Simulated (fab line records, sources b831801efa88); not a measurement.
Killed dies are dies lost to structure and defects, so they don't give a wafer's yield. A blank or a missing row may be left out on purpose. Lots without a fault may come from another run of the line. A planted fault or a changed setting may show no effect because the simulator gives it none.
fab line records | flow gf180mcu
record lots=5 wafers=15 last_day=34
route steps=602 shown LVPWELL@64 MVSD@66 MVPSD@78 VT_IMPLANT@90
lots that met no fault: from a run of the same line without faults
start_h: hours from the record's first day to the start of the lot's first wafer shown | wait_h: hours since the lot's step before | " the same as in the row above | L1.1+2: a row that stands for several wafers | - no value, or no start given | * or withheld: withheld | < > ~ a bound
route shown NAME@n: a module of which the file shows steps, and the number in the route of the first | usual: mean/standard deviation of fault-free wafers | same: alike in all rows | chamber/n: place in a boat | sites: the reading at each site | _std_site: their standard deviation | _edge_site: outer sites' mean less inner sites' | radius_mm: how far each site lies from the wafer's centre | mask NAME#n: copy n | behind: the tool/chamber that last shaped the wafer | hold: why the lot was held/for how many hours/how that ended | device: the transistor (n, p or np) that didn't switch | end of line: the same wafers' tests at the end of the route | a step without rows: its recipe alone | killed: dies lost to structure and defects at the first sort, not the wafer's yield | map: a wafer's dies, x killed, . not, _ none there
set.NAME: the setting as run; set.NAME@STEP: as run at that earlier step | model.NAME: the simulator's own value behind a step, which no gauge read
lots at some steps of the route; a table a step, a row a wafer
services: from which hour (start_h, from the record's first day; less than 0 if before it) a tool's chamber was out of use, for how many hours, and why
## steps
# step GF_LVPWELL_STRIP_10
# recipe chemistry=O2/N2 power_w=1400 pressure_mtorr=1500 platen_temp_c=250 o2_flow_sccm=3000 n2_flow_sccm=300 overash_fraction=0.5
# usual drypump_motor_current_A=5.8/0.5 heater_power_w=346/31 oes_product_au=0.722/0.004 strip_time_to_endpoint_s=36.98/0.1
# columns lot.wafer tool chamber start_h wait_h drypump_motor_current_A heater_power_w oes_product_au rf_hours_counter_h strip_time_to_endpoint_s
L082.4 plasma_asher-04 1 113.63 0.1 5.1 331 0.717 - 36.98
L082.5 " 1 " " 5.1 324 0.724 - 37.01
L082.6 " 0 " " 5.8 352 0.725 - 37.05
L088.2 plasma_asher-04 1 149.60 0.1 5.1 325 0.721 35 37.07
L088.3 " 0 " " 5.8 357 0.726 - 36.97
L088.4 " 1 " " 5.1 326 0.712 - 37.21
L089.3 plasma_asher-03 0 153.38 0.1 6.4 345 0.721 - 36.92
L089.4 " 1 " " 5.7 363 0.721 - 36.90
L089.5 " 0 " " 6.4 343 0.719 - 36.87
L095.2 plasma_asher-03 0 185.75 0.1 6.4 347 0.726 52 36.91
L095.3 " 0 " " 6.4 345 0.721 - 36.82
L095.5 " 1 " " 5.6 365 0.727 - 36.88
L097.3 plasma_asher-02 0 204.38 0.1 6.5 377 0.726 - 36.89
L097.5 " 0 " " 6.5 386 0.721 - 36.98
L097.6 " 1 " " 5.5 299 0.728 - 36.78
# step GF_LVPWELL_TW_MEAS_11
# usual LVPWELL_TW=559/3.4
# columns lot.wafer tool chamber start_h wait_h LVPWELL_TW
L082.4 film_metro-01 - 113.73 0.1 556
L082.5 " - " " 558
L082.6 " - " " 560
L088.2 film_metro-01 - 149.71 0.1 554
L088.3 " - " " 556
L088.4 " - " " 554
L089.3 film_metro-04 - 153.46 0.1 559
L089.4 " - " " 556
L089.5 " - " " 559
L095.2 film_metro-03 - 185.86 0.1 562
L095.3 " - " " 557
L095.5 " - " " 561
L097.3 film_metro-01 - 204.47 0.1 562
L097.5 " - " " 563
L097.6 " - " " 560
# step GF_MVSD_DEHYDRATE_00
# recipe temp_c=200 time_s=60
# columns lot.wafer tool chamber start_h wait_h
L082.4+5+6 litho_track-03 0 121.52 7.8
L088.2+3+4 litho_track-01 0 156.89 7.2
L089.3+4+5 litho_track-04 0 160.91 7.4
L095.2+3+5 litho_track-04 0 193.28 7.4
L097.3+5+6 litho_track-04 0 212.96 8.5
# step GF_MVSD_HMDS_01
# recipe prime_time_s=60 prime_temp_c=120
# same prime_time_s=60
# columns lot.wafer tool chamber start_h wait_h
L082.4+5+6 litho_track-03 0 121.67 0.1
L088.2+3+4 litho_track-01 0 157.04 0.1
L089.3+4+5 litho_track-04 0 161.06 0.1
L095.2+3+5 litho_track-04 0 193.43 0.1
L097.3+5+6 litho_track-04 0 213.11 0.1
# step GF_MVSD_COAT_02
# recipe spin_rpm=2000 resist_thk_nm=3000
# usual spin_speed_rpm=2000.0/1.3
# columns lot.wafer tool chamber start_h wait_h spin_speed_rpm
L082.4 litho_track-03 0 121.82 0.1 2001.6
L082.5 " 0 " " 2001.1
L082.6 " 0 " " 1997.1
L088.2 litho_track-01 0 157.19 0.1 2001.4
L088.3 " 0 " " 2002.0
L088.4 " 0 " " 2000.8
L089.3 litho_track-04 0 161.21 0.1 1999.2
L089.4 " 0 " " 2000.3
L089.5 " 0 " " 2000.1
L095.2 litho_track-04 0 193.58 0.1 2002.5
L095.3 " 0 " " 2000.6
L095.5 " 0 " " 2000.6
L097.3 litho_track-04 0 213.26 0.1 1998.7
L097.5 " 0 " " 2000.1
L097.6 " 0 " " 1998.0
# step GF_MVSD_SOFTBAKE_03
# recipe temp_c=110 time_s=withheld
# columns lot.wafer tool chamber start_h wait_h
L082.4+5+6 litho_track-03 0 122.00 0.1
L088.2+3+4 litho_track-01 0 157.34 0.1
L089.3+4+5 litho_track-04 0 161.37 0.1
L095.2+3+5 litho_track-04 0 193.74 0.1
L097.3+5+6 litho_track-04 0 213.42 0.1
# step GF_MVSD_EXPOSE_04
# recipe mask_id=MVSD target_cd_nm=1000 na=0.6 source_shape=conventional sigma_outer=0.6 dose_mj=260
# columns lot.wafer tool chamber start_h wait_h mask
L082.4+5+6 iline_stepper-01 0 - - MVSD#0
L088.2+3+4 iline_stepper-01 0 - - MVSD#0
L089.3+4+5 iline_stepper-02 0 - - MVSD#0
L095.2+3+5 iline_stepper-02 0 - - MVSD#0
L097.3+5+6 iline_stepper-01 0 - - MVSD#0
# step GF_MVSD_PEB_05
# recipe temp_c=115 time_s=withheld
# columns lot.wafer tool chamber start_h wait_h
L082.4+5+6 litho_track-04 0 - -
L088.2+3+4 litho_track-03 0 - -
L089.3+4+5 litho_track-03 0 - -
L095.2+3+5 litho_track-03 0 - -
L097.3+5+6 litho_track-03 0 - -
# step GF_MVSD_DEVELOP_06
# recipe wall_angle_deg=90 develop_time_s=60 dev_temp_c=23
# usual developer_temp_C=23.02/0.12
# columns lot.wafer tool chamber start_h wait_h developer_temp_C
L082.4 litho_track-04 0 - - 23.16
L082.5 " 0 " " 23.14
L082.6 " 0 " " 23.07
L088.2 litho_track-03 0 - - 23.10
L088.3 " 0 " " 23.00
L088.4 " 0 " " 22.92
L089.3 litho_track-03 0 - - 23.10
L089.4 " 0 " " 22.98
L089.5 " 0 " " 22.96
L095.2 litho_track-03 0 - - 23.09
L095.3 " 0 " " 23.06
L095.5 " 0 " " 22.97
L097.3 litho_track-03 0 - - 23.07
L097.5 " 0 " " 23.09
L097.6 " 0 " " 23.17
# step GF_MVSD_OVL_MEAS_07
# usual MVSD_OVL=-0.4/1.6
# columns lot.wafer tool chamber start_h wait_h MVSD_OVL[nm]
L082.4 overlay-02 - 128.72 - 0.2
L082.5 " - " " 0.2
L082.6 " - " " -0.4
L088.2 overlay-02 - 165.35 - -1.6
L088.3 " - " " -0.8
L088.4 " - " " -1.1
L089.3 overlay-01 - 168.81 - 2.0
L089.4 " - " " 2.9
L089.5 " - " " 2.4
L095.2 overlay-02 - 202.55 - 1.0
L095.3 " - " " 0.8
L095.5 " - " " 1.4
L097.3 overlay-01 - 222.61 - 0.7
L097.5 " - " " 1.4
L097.6 " - " " -0.9
# step GF_MVSD_IMPLANT_08
# recipe species=P energy_kev=400 dose_cm2=1.6e+13 tilt_deg=0
# usual tilt_deg=0.003/0.017
# columns lot.wafer tool chamber start_h wait_h tilt_deg
L082.4 implanter-01 0 128.82 0.1 0.010
L082.5 " 0 " " 0.007
L082.6 " 0 " " 0.028
L088.2 implanter-04 0 165.41 0.0 0.003
L088.3 " 0 " " 0.012
L088.4 " 0 " " 0.018
L089.3 implanter-04 0 168.88 0.1 0.008
L089.4 " 0 " " 0.017
L089.5 " 0 " " -0.013
L095.2 implanter-04 0 202.61 0.0 0.010
L095.3 " 0 " " 0.017
L095.5 " 0 " " 0.008
L097.3 implanter-01 0 222.68 0.1 0.033
L097.5 " 0 " " 0.016
L097.6 " 0 " " 0.027
# step GF_MVSD_IMPLANT_09
# recipe species=P energy_kev=100 dose_cm2=5e+12 tilt_deg=0
# usual tilt_deg=-0.002/0.021
# columns lot.wafer tool chamber start_h wait_h tilt_deg
L082.4 implanter-01 0 128.97 0.1 0.018
L082.5 " 0 " " -0.011
L082.6 " 0 " " -0.007
L088.2 implanter-04 0 165.56 0.1 0.014
L088.3 " 0 " " -0.024
L088.4 " 0 " " -0.011
L089.3 implanter-04 0 169.03 0.1 -0.001
L089.4 " 0 " " -0.021
L089.5 " 0 " " 0.019
L095.2 implanter-04 0 202.76 0.1 -0.016
L095.3 " 0 " " -0.012
L095.5 " 0 " " 0.023
L097.3 implanter-01 0 222.83 0.1 -0.014
L097.5 " 0 " " 0.013
L097.6 " 0 " " 0.017
# step GF_MVSD_STRIP_10
# recipe chemistry=O2/N2 power_w=1400 pressure_mtorr=1500 platen_temp_c=250 o2_flow_sccm=3000 n2_flow_sccm=300 overash_fraction=0.5
# usual drypump_motor_current_A=5.9/0.45 heater_power_w=337/22 oes_product_au=0.722/0.005 strip_time_to_endpoint_s=36.96/0.1
# columns lot.wafer tool chamber start_h wait_h drypump_motor_current_A heater_power_w oes_product_au rf_hours_counter_h strip_time_to_endpoint_s
L082.4 plasma_asher-01 0 129.08 0.1 6.4 301 0.718 - 36.94
L082.5 " 1 " " 6.1 331 0.728 - 36.80
L082.6 " 0 " " 6.4 299 0.720 - 37.03
L088.2 plasma_asher-03 1 165.68 0.1 5.6 368 0.721 50 36.91
L088.3 " 0 " " 6.3 345 0.718 - 36.87
L088.4 " 1 " " 5.6 356 0.733 - 36.87
L089.3 plasma_asher-03 1 169.16 0.1 5.6 351 0.720 - 36.98
L089.4 " 0 " " 6.4 352 0.726 - 36.93
L089.5 " 1 " " 5.7 354 0.719 - 36.88
L095.2 plasma_asher-01 1 202.88 0.1 6.1 325 0.722 57 36.92
L095.3 " 1 " " 6.1 338 0.723 - 36.85
L095.5 " 1 " " 6.1 345 0.727 - 36.93
L097.3 plasma_asher-04 1 222.96 0.1 5.1 327 0.733 - 36.94
L097.5 " 0 " " 5.8 360 0.718 - 37.10
L097.6 " 1 " " 5.1 317 0.719 - 37.03
# step GF_MVSD_TW_MEAS_11
# usual MVSD_TW=1582/11
# columns lot.wafer tool chamber start_h wait_h MVSD_TW
L082.4 film_metro-03 - 129.17 0.1 1595
L082.5 " - " " 1593
L082.6 " - " " 1601
L088.2 film_metro-04 - 165.79 0.1 1576
L088.3 " - " " 1568
L088.4 " - " " 1567
L089.3 film_metro-01 - 169.25 0.1 1579
L089.4 " - " " 1576
L089.5 " - " " 1581
L095.2 film_metro-03 - 202.99 0.1 1603
L095.3 " - " " 1591
L095.5 " - " " 1597
L097.3 film_metro-01 - 223.05 0.1 1592
L097.5 " - " " 1598
L097.6 " - " " 1590
# step GF_MVPSD_DEHYDRATE_00
# recipe temp_c=200 time_s=60
# columns lot.wafer tool chamber start_h wait_h
L082.4+5+6 litho_track-02 0 136.19 7.0
L088.2+3+4 litho_track-02 0 173.34 7.5
L089.3+4+5 litho_track-01 0 177.06 7.8
L095.2+3+5 litho_track-02 0 211.28 8.3
L097.3+5+6 litho_track-03 0 231.29 8.2
# step GF_MVPSD_HMDS_01
# recipe prime_time_s=60 prime_temp_c=120
# same prime_time_s=60
# columns lot.wafer tool chamber start_h wait_h
L082.4+5+6 litho_track-02 0 136.34 0.1
L088.2+3+4 litho_track-02 0 173.49 0.1
L089.3+4+5 litho_track-01 0 177.21 0.1
L095.2+3+5 litho_track-02 0 211.43 0.1
L097.3+5+6 litho_track-03 0 231.44 0.1
# step GF_MVPSD_COAT_02
# recipe spin_rpm=2000 resist_thk_nm=3000
# usual spin_speed_rpm=1999.8/1.2
# columns lot.wafer tool chamber start_h wait_h spin_speed_rpm
L082.4 litho_track-02 0 136.49 0.1 1998.9
L082.5 " 0 " " 1999.0
L082.6 " 0 " " 1998.9
L088.2 litho_track-02 0 173.64 0.1 1996.9
L088.3 " 0 " " 1999.7
L088.4 " 0 " " 1996.0
L089.3 litho_track-01 0 177.36 0.1 2000.4
L089.4 " 0 " " 2000.4
L089.5 " 0 " " 1998.4
L095.2 litho_track-02 0 211.58 0.1 1998.5
L095.3 " 0 " " 1998.3
L095.5 " 0 " " 1999.3
L097.3 litho_track-03 0 231.59 0.1 1999.4
L097.5 " 0 " " 1998.8
L097.6 " 0 " " 1999.4
# step GF_MVPSD_SOFTBAKE_03
# recipe temp_c=110 time_s=withheld
# columns lot.wafer tool chamber start_h wait_h
L082.4+5+6 litho_track-02 0 136.66 0.1
L088.2+3+4 litho_track-02 0 173.79 0.1
L089.3+4+5 litho_track-01 0 177.53 0.1
L095.2+3+5 litho_track-02 0 211.74 0.1
L097.3+5+6 litho_track-03 0 231.76 0.1
# step GF_MVPSD_EXPOSE_04
# recipe mask_id=MVPSD target_cd_nm=1000 na=0.6 source_shape=conventional sigma_outer=0.6 dose_mj=260
# columns lot.wafer tool chamber start_h wait_h mask
L082.4+5+6 iline_stepper-01 0 - - MVPSD#0
L088.2+3+4 iline_stepper-02 0 - - MVPSD#0
L089.3+4+5 iline_stepper-02 0 - - MVPSD#0
L095.2+3+5 iline_stepper-01 0 - - MVPSD#0
L097.3+5+6 iline_stepper-02 0 - - MVPSD#0
# step GF_MVPSD_PEB_05
# recipe temp_c=115 time_s=withheld
# columns lot.wafer tool chamber start_h wait_h
L082.4+5+6 litho_track-02 0 - -
L088.2+3+4 litho_track-01 0 - -
L089.3+4+5 litho_track-01 0 - -
L095.2+3+5 litho_track-03 0 - -
L097.3+5+6 litho_track-01 0 - -
# step GF_MVPSD_DEVELOP_06
# recipe wall_angle_deg=90 develop_time_s=60 dev_temp_c=23
# usual developer_temp_C=23.00/0.097
# columns lot.wafer tool chamber start_h wait_h developer_temp_C
L082.4 litho_track-02 0 - - 23.15
L082.5 " 0 " " 23.12
L082.6 " 0 " " 22.95
L088.2 litho_track-01 0 - - 23.03
L088.3 " 0 " " 22.90
L088.4 " 0 " " 22.82
L089.3 litho_track-01 0 - - 22.92
L089.4 " 0 " " 23.11
L089.5 " 0 " " 22.97
L095.2 litho_track-03 0 - - 22.88
L095.3 " 0 " " 23.12
L095.5 " 0 " " 22.98
L097.3 litho_track-01 0 - - 22.97
L097.5 " 0 " " 22.93
L097.6 " 0 " " 22.95
# step GF_MVPSD_OVL_MEAS_07
# usual MVPSD_OVL=1.0/1.7
# columns lot.wafer tool chamber start_h wait_h MVPSD_OVL[nm]
L082.4 overlay-02 - 144.33 - 4.1
L082.5 " - " " 2.7
L082.6 " - " " 5.4
L088.2 overlay-01 - 181.92 - 1.9
L088.3 " - " " 2.1
L088.4 " - " " 3.6
L089.3 overlay-02 - 185.47 - 2.0
L089.4 " - " " -0.1
L089.5 " - " " 2.3
L095.2 overlay-01 - 220.65 - 1.1
L095.3 " - " " 1.3
L095.5 " - " " 2.0
L097.3 overlay-01 - 241.12 - 1.2
L097.5 " - " " -0.2
L097.6 " - " " 0.8
# step GF_MVPSD_IMPLANT_08
# recipe species=B energy_kev=170 dose_cm2=1.5e+13 tilt_deg=0
# usual tilt_deg=-0.004/0.019
# columns lot.wafer tool chamber start_h wait_h tilt_deg
L082.4 implanter-04 0 144.42 0.1 -0.035
L082.5 " 0 " " -0.063
L082.6 " 0 " " -0.043
L088.2 implanter-01 0 181.97 0.0 0.009
L088.3 " 0 " " -0.007
L088.4 " 0 " " -0.008
L089.3 implanter-01 0 185.55 0.1 0.003
L089.4 " 0 " " 0.013
L089.5 " 0 " " -0.002
L095.2 implanter-01 0 220.71 0.0 -0.027
L095.3 " 0 " " -0.019
L095.5 " 0 " " -0.027
L097.3 implanter-01 0 241.19 0.1 -0.023
L097.5 " 0 " " -0.019
L097.6 " 0 " " -0.033
# step GF_MVPSD_IMPLANT_09
# recipe species=B energy_kev=40 dose_cm2=5e+12 tilt_deg=0
# usual tilt_deg=0.001/0.021
# columns lot.wafer tool chamber start_h wait_h tilt_deg
L082.4 implanter-04 0 144.57 0.1 0.007
L082.5 " 0 " " 0.005
L082.6 " 0 " " 0.031
L088.2 implanter-01 0 182.12 0.1 -0.011
L088.3 " 0 " " -0.007
L088.4 " 0 " " -0.002
L089.3 implanter-01 0 185.70 0.1 0.037
L089.4 " 0 " " -0.006
L089.5 " 0 " " 0.020
L095.2 implanter-01 0 220.86 0.1 0.001
L095.3 " 0 " " 0.012
L095.5 " 0 " " -0.010
L097.3 implanter-01 0 241.34 0.1 0.021
L097.5 " 0 " " -0.041
L097.6 " 0 " " -0.023
# step GF_MVPSD_STRIP_10
# recipe chemistry=O2/N2 power_w=1400 pressure_mtorr=1500 platen_temp_c=250 o2_flow_sccm=3000 n2_flow_sccm=300 overash_fraction=0.5
# usual drypump_motor_current_A=6.1/0.36 heater_power_w=333/31 oes_product_au=0.722/0.0045 strip_time_to_endpoint_s=36.94/0.1
# columns lot.wafer tool chamber start_h wait_h drypump_motor_current_A heater_power_w oes_product_au rf_hours_counter_h strip_time_to_endpoint_s
L082.4 plasma_asher-01 1 144.68 0.1 6.1 333 0.715 - 37.07
L082.5 " 1 " " 6.1 342 0.719 - 36.97
L082.6 " 0 " " 6.4 291 0.718 - 37.03
L088.2 plasma_asher-03 0 182.25 0.1 6.3 341 0.726 51 36.97
L088.3 " 1 " " 5.6 362 0.717 - 36.90
L088.4 " 0 " " 6.3 350 0.719 - 36.96
L089.3 plasma_asher-01 1 185.83 0.1 6.1 324 0.722 - 37.06
L089.4 " 0 " " 6.4 297 0.717 - 37.00
L089.5 " 0 " " 6.4 300 0.726 - 36.94
L095.2 plasma_asher-02 1 220.98 0.1 5.5 295 0.723 11 37.03
L095.3 " 1 " " 5.5 296 0.715 - 37.06
L095.5 " 1 " " 5.5 304 0.719 - 37.14
L097.3 plasma_asher-01 1 241.48 0.1 6.1 328 0.725 - 36.96
L097.5 " 0 " " 6.4 301 0.729 - 36.84
L097.6 " 1 " " 6.1 334 0.728 - 36.86
# step GF_MVPSD_TW_MEAS_11
# usual MVPSD_TW=553/3.6
# columns lot.wafer tool chamber start_h wait_h MVPSD_TW
L082.4 film_metro-03 - 144.78 0.1 555
L082.5 " - " " 557
L082.6 " - " " 559
L088.2 film_metro-03 - 182.36 0.1 552
L088.3 " - " " 555
L088.4 " - " " 555
L089.3 film_metro-04 - 185.92 0.1 552
L089.4 " - " " 550
L089.5 " - " " 551
L095.2 film_metro-03 - 221.09 0.1 556
L095.3 " - " " 555
L095.5 " - " " 556
L097.3 film_metro-01 - 241.56 0.1 552
L097.5 " - " " 552
L097.6 " - " " 553
# step GF_VT_IMPLANT_DEHYDRATE_00
# recipe temp_c=200 time_s=60
# columns lot.wafer tool chamber start_h wait_h
L082.4+5+6 litho_track-03 0 152.12 7.3
L088.2+3+4 litho_track-02 0 189.84 7.5
L089.3+4+5 litho_track-02 0 193.31 7.4
L095.2+3+5 litho_track-03 0 228.72 7.6
L097.3+5+6 litho_track-02 0 250.26 8.7
# step GF_VT_IMPLANT_HMDS_01
# recipe prime_time_s=60 prime_temp_c=120
# same prime_time_s=60
# columns lot.wafer tool chamber start_h wait_h
L082.4+5+6 litho_track-03 0 152.27 0.1
L088.2+3+4 litho_track-02 0 189.99 0.1
L089.3+4+5 litho_track-02 0 193.46 0.1
L095.2+3+5 litho_track-03 0 228.87 0.1
L097.3+5+6 litho_track-02 0 250.41 0.1
# step GF_VT_IMPLANT_COAT_02
# recipe resist=NOVOLAK spin_rpm=3000 resist_thk_nm=1000
# usual spin_speed_rpm=2999.4/2.1
# columns lot.wafer tool chamber start_h wait_h spin_speed_rpm
L082.4 litho_track-03 0 152.42 0.1 2997.7
L082.5 " 0 " " 2997.8
L082.6 " 0 " " 2998.9
L088.2 litho_track-02 0 190.14 0.1 2998.9
L088.3 " 0 " " 2997.5
L088.4 " 0 " " 3001.3
L089.3 litho_track-02 0 193.61 0.1 3000.4
L089.4 " 0 " " 3005.3
L089.5 " 0 " " 3004.9
L095.2 litho_track-03 0 229.02 0.1 2995.4
L095.3 " 0 " " 2994.6
L095.5 " 0 " " 2993.3
L097.3 litho_track-02 0 250.56 0.1 2999.1
L097.5 " 0 " " 2997.5
L097.6 " 0 " " 2997.2
# step GF_VT_IMPLANT_SOFTBAKE_03
# recipe temp_c=90 time_s=60 resist=NOVOLAK
# columns lot.wafer tool chamber start_h wait_h
L082.4+5+6 litho_track-03 0 152.57 0.1
L088.2+3+4 litho_track-02 0 190.29 0.1
L089.3+4+5 litho_track-02 0 193.76 0.1
L095.2+3+5 litho_track-03 0 229.17 0.1
L097.3+5+6 litho_track-02 0 250.71 0.1
# step GF_VT_IMPLANT_EXPOSE_04
# recipe mask_id=LVPWELL_LV_AREA target_cd_nm=600 na=0.6 source_shape=conventional sigma_outer=0.6 dose_mj=140
# columns lot.wafer tool chamber start_h wait_h mask
L082.4+5+6 iline_stepper-02 0 - - LVPWELL_LV_AREA#0
L088.2+3+4 iline_stepper-01 0 - - LVPWELL_LV_AREA#0
L089.3+4+5 iline_stepper-01 0 - - LVPWELL_LV_AREA#0
L095.2+3+5 iline_stepper-02 0 - - LVPWELL_LV_AREA#0
L097.3+5+6 iline_stepper-01 0 - - LVPWELL_LV_AREA#0
# step GF_VT_IMPLANT_PEB_05
# recipe temp_c=withheld time_s=* resist=NOVOLAK
# columns lot.wafer tool chamber start_h wait_h
L082.4+5+6 litho_track-03 0 - -
L088.2+3+4 litho_track-04 0 - -
L089.3+4+5 litho_track-02 0 - -
L095.2+3+5 litho_track-04 0 - -
L097.3+5+6 litho_track-04 0 - -
# step GF_VT_IMPLANT_DEVELOP_06
# recipe develop_time_s=60 dev_temp_c=23
# usual developer_temp_C=22.96/0.11
# columns lot.wafer tool chamber start_h wait_h developer_temp_C
L082.4 litho_track-03 0 160.42 0.1 22.89
L082.5 " 0 " " 22.95
L082.6 " 0 " " 23.04
L088.2 litho_track-04 0 198.33 0.1 23.15
L088.3 " 0 " " 23.05
L088.4 " 0 " " 23.36
L089.3 litho_track-02 0 202.06 0.1 22.69
L089.4 " 0 " " 22.97
L089.5 " 0 " " 23.03
L095.2 litho_track-04 0 237.78 0.1 22.98
L095.3 " 0 " " 22.95
L095.5 " 0 " " 23.15
L097.3 litho_track-04 0 260.30 0.1 22.92
L097.5 " 0 " " 22.81
L097.6 " 0 " " 22.81
# step GF_VT_IMPLANT_OVL_MEAS_07
# usual VT_IMPLANT_OVL=0.2/1.3
# columns lot.wafer tool chamber start_h wait_h VT_IMPLANT_OVL[nm]
L082.4 overlay-01 - 160.51 0.1 0.3
L082.5 " - " " 0.4
L082.6 " - " " -1.1
L088.2 overlay-01 - 198.46 0.1 1.7
L088.3 " - " " 2.9
L088.4 " - " " 2.8
L089.3 overlay-02 - 202.17 0.1 -1.1
L089.4 " - " " 0.5
L089.5 " - " " 0.7
L095.2 overlay-02 - 237.91 0.1 0.2
L095.3 " - " " 0.8
L095.5 " - " " -1.3
L097.3 overlay-01 - 260.42 0.1 0.9
L097.5 " - " " 0.9
L097.6 " - " " 0.8
# step GF_VT_IMPLANT_IMPLANT_08
# recipe species=BF2 energy_kev=20 dose_cm2=8.29e+12 tilt_deg=7
# usual tilt_deg=7.001/0.018
# columns lot.wafer tool chamber start_h wait_h tilt_deg
L082.4 implanter-01 0 160.61 0.1 6.975
L082.5 " 0 " " 6.968
L082.6 " 0 " " 6.987
L088.2 implanter-03 0 198.52 0.0 7.032
L088.3 " 0 " " 7.014
L088.4 " 0 " " 6.987
L089.3 implanter-02 0 202.25 0.1 7.019
L089.4 " 0 " " 7.015
L089.5 " 0 " " 6.995
L095.2 implanter-03 0 237.97 0.0 6.996
L095.3 " 0 " " 7.007
L095.5 " 0 " " 6.997
L097.3 implanter-03 0 260.49 0.1 6.976
L097.5 " 0 " " 6.984
L097.6 " 0 " " 6.967
# step GF_VT_IMPLANT_STRIP_09
# recipe chemistry=O2/N2 power_w=1400 pressure_mtorr=1500 platen_temp_c=250 o2_flow_sccm=3000 n2_flow_sccm=300 overash_fraction=0.5
# usual drypump_motor_current_A=5.8/0.51 heater_power_w=334/30 oes_product_au=0.715/0.0046 strip_time_to_endpoint_s=12.62/0.038
# columns lot.wafer tool chamber start_h wait_h drypump_motor_current_A heater_power_w oes_product_au rf_hours_counter_h strip_time_to_endpoint_s
L082.4 plasma_asher-04 1 160.71 0.1 5.1 324 0.711 - 12.68
L082.5 " 0 " " 5.8 346 0.718 - 12.67
L082.6 " 1 " " 5.1 333 0.716 - 12.67
L088.2 plasma_asher-01 1 198.64 0.1 6.1 331 0.714 56 12.58
L088.3 " 0 " " 6.4 296 0.716 - 12.60
L088.4 " 1 " " 6.1 330 0.711 - 12.63
L089.3 plasma_asher-01 0 202.38 0.1 6.4 299 0.716 - 12.64
L089.4 " 1 " " 6.1 333 0.719 - 12.61
L089.5 " 0 " " 6.4 298 0.705 - 12.63
L095.2 plasma_asher-02 1 238.09 0.1 5.5 297 0.712 12 12.59
L095.3 " 1 " " 5.5 297 0.717 - 12.59
L095.5 " 0 " " 6.5 388 0.714 - 12.60
L097.3 plasma_asher-01 1 260.62 0.1 6.1 334 0.718 - 12.60
L097.5 " 1 " " 6.1 338 0.722 - 12.62
L097.6 " 0 " " 6.4 300 0.713 - 12.58
# step GF_VT_IMPLANT_TW_MEAS_10
# usual VT_IMPLANT_TW=559/5.2
# columns lot.wafer tool chamber start_h wait_h VT_IMPLANT_TW
L082.4 film_metro-01 - 160.81 0.1 560
L082.5 " - " " 563
L082.6 " - " " 561
L088.2 film_metro-04 - 198.75 0.1 561
L088.3 " - " " 562
L088.4 " - " " 563
L089.3 film_metro-02 - 202.47 0.1 556
L089.4 " - " " 558
L089.5 " - " " 560
L095.2 film_metro-01 - 238.20 0.1 570
L095.3 " - " " 569
L095.5 " - " " 567
L097.3 film_metro-01 - 260.71 0.1 563
L097.5 " - " " 563
L097.6 " - " " 565
# step GF_VT_IMPLANT_DEHYDRATE_11
# recipe temp_c=200 time_s=60
# columns lot.wafer tool chamber start_h wait_h
L082.4+5+6 litho_track-03 0 167.92 7.1
L088.2+3+4 litho_track-04 0 206.33 7.6
L089.3+4+5 litho_track-04 0 210.51 8.0
L095.2+3+5 litho_track-02 0 246.98 8.8
L097.3+5+6 litho_track-03 0 269.94 9.2
# step GF_VT_IMPLANT_HMDS_12
# recipe prime_time_s=60 prime_temp_c=120
# same prime_time_s=60
# columns lot.wafer tool chamber start_h wait_h
L082.4+5+6 litho_track-03 0 168.07 0.1
L088.2+3+4 litho_track-04 0 206.48 0.1
L089.3+4+5 litho_track-04 0 210.66 0.1
L095.2+3+5 litho_track-02 0 247.13 0.1
L097.3+5+6 litho_track-03 0 270.09 0.1
# step GF_VT_IMPLANT_COAT_13
# recipe resist=NOVOLAK spin_rpm=3000 resist_thk_nm=1000
# usual spin_speed_rpm=3000.1/1.8
# columns lot.wafer tool chamber start_h wait_h spin_speed_rpm
L082.4 litho_track-03 0 168.22 0.1 3000.3
L082.5 " 0 " " 3002.0
L082.6 " 0 " " 2998.6
L088.2 litho_track-04 0 206.63 0.1 2999.3
L088.3 " 0 " " 2998.0
L088.4 " 0 " " 3001.8
L089.3 litho_track-04 0 210.81 0.1 2999.3
L089.4 " 0 " " 2999.2
L089.5 " 0 " " 2999.5
L095.2 litho_track-02 0 247.28 0.1 3000.7
L095.3 " 0 " " 2998.2
L095.5 " 0 " " 3000.8
L097.3 litho_track-03 0 270.24 0.1 2997.6
L097.5 " 0 " " 3000.5
L097.6 " 0 " " 2998.7
# step GF_VT_IMPLANT_SOFTBAKE_14
# recipe temp_c=90 time_s=60 resist=NOVOLAK
# columns lot.wafer tool chamber start_h wait_h
L082.4+5+6 litho_track-03 0 168.37 0.1
L088.2+3+4 litho_track-04 0 206.78 0.1
L089.3+4+5 litho_track-04 0 210.96 0.1
L095.2+3+5 litho_track-02 0 247.43 0.1
L097.3+5+6 litho_track-03 0 270.39 0.1
# step GF_VT_IMPLANT_EXPOSE_15
# recipe mask_id=Nwell_LV_AREA target_cd_nm=860 na=0.6 source_shape=conventional sigma_outer=0.6 dose_mj=140
# columns lot.wafer tool chamber start_h wait_h mask
L082.4+5+6 iline_stepper-01 0 - - Nwell_LV_AREA#0
L088.2+3+4 iline_stepper-02 0 - - Nwell_LV_AREA#0
L089.3+4+5 iline_stepper-01 0 - - Nwell_LV_AREA#0
L095.2+3+5 iline_stepper-01 0 - - Nwell_LV_AREA#0
L097.3+5+6 iline_stepper-02 0 - - Nwell_LV_AREA#0
# step GF_VT_IMPLANT_PEB_16
# recipe temp_c=withheld time_s=* resist=NOVOLAK
# columns lot.wafer tool chamber start_h wait_h
L082.4+5+6 litho_track-04 0 - -
L088.2+3+4 litho_track-04 0 - -
L089.3+4+5 litho_track-04 0 - -
L095.2+3+5 litho_track-03 0 - -
L097.3+5+6 litho_track-03 0 - -
## services
# columns tool chamber start_h hours kind
plasma_asher-02 - 108.75 9.0 pm
plasma_asher-02 0 108.75 9.0 vent_cycle
plasma_asher-02 1 108.75 9.0 vent_cycle
iline_stepper-01 - 109.52 1.7 pm
implanter-02 - 115.97 3.7 repair
plasma_asher-02 0 117.75 - clean
plasma_asher-02 1 117.75 - clean
iline_stepper-02 - 131.49 1.7 pm
implanter-02 - 149.22 17.5 pm
implanter-02 - 168.75 5.6 pm
implanter-04 - 186.62 2.3 repair
implanter-01 - 214.28 2.9 pm
implanter-03 - 220.26 2.0 repair
implanter-02 - 225.83 5.0 repair
plasma_asher-03 - 228.10 5.1 pm
plasma_asher-04 - 238.05 1.4 repair
plasma_asher-04 - 239.25 1.0 repair
implanter-04 - 249.98 4.7 pm
implanter-02 - 264.35 2.1 repair
## key
fault none
